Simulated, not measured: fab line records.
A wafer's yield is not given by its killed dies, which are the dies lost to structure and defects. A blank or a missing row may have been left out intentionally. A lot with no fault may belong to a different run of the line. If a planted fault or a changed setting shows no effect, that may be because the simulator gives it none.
A single fault, viewed from 2 desks || flow sky130 || what lay behind the numbers comes last; until then each desk has only its own

THE METROLOGY DESK
Means of the sampled wafers that have a number, per lot and without regard to the tool the lot ran on: this is what the gauges read. Marked OUT: a lot whose mean sits more than 4 standard deviations from the usual mean, which makes it out of limits; the brackets give that distance.
Columns: A = LDD_N_OVL at SKY_LDD_N_OVL_MEAS_07, usual -0.9 nm
{"lot": "L113", "first seen here": "day 18 14:38", "A": 1.5}
{"lot": "L125", "first seen here": "day 23 06:04", "A": 0.4}
{"lot": "L126", "first seen here": "day 23 17:40", "A": 0.0}
{"lot": "L128", "first seen here": "day 24 08:35", "A": 0.2}
{"lot": "L129", "first seen here": "day 24 11:01", "A": -1.5}
{"lot": "L130", "first seen here": "day 25 00:28", "A": -1.0}
{"lot": "L132", "first seen here": "day 25 10:08", "A": -0.8}
This desk found nothing out of limits on any of the 7 lots.

TOOL OWNER'S DESK, implanter-02
SKY_LDD_N_IMPLANT_13, tool's own readings: per-lot mean of the sampled wafers with a number, covering each lot this tool ran. Marked OUT: a lot whose mean sits more than 4 standard deviations from the usual mean, which makes it out of limits; the brackets give that distance.
Columns: A = tiltDeg at SKY_LDD_N_IMPLANT_13, usual 29.996 degrees
{"lot": "L113", "first seen here": "day 18 15:27", "A": 29.996}
{"lot": "L125", "first seen here": "day 23 06:53", "A": "-0.034 (-99 or more) OUT"}
{"lot": "L126", "first seen here": "day 23 18:29", "A": "-0.011 (-99 or more) OUT"}
{"lot": "L128", "first seen here": "day 24 09:22", "A": "-0.000 (-99 or more) OUT"}
This desk's finding: out of limits on L125, L126, L128; first on L125, day 23 06:53 (tiltDeg at SKY_LDD_N_IMPLANT_13). In limits: L113.

BROUGHT TOGETHER
The tool owner's desk could have raised an alarm at day 23 06:53, on L125, L126, L128.
Nothing out of limits was seen by the metrology desk.
The metrology desk has L125, L126, L128 on record, within its limits.
The lots listed all ran SKY_LDD_N_IMPLANT_13 on implanter-02.

WHAT THE SIMULATOR HAD INSERTED
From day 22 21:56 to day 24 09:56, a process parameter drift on implanter-02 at SKY_LDD_N_IMPLANT_13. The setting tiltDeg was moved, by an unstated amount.
Struck lots among those shown: L125, L126, L128.
Time in hours from fault onset to the first out-of-limits reading at each desk: the tool owner's desk, 9.
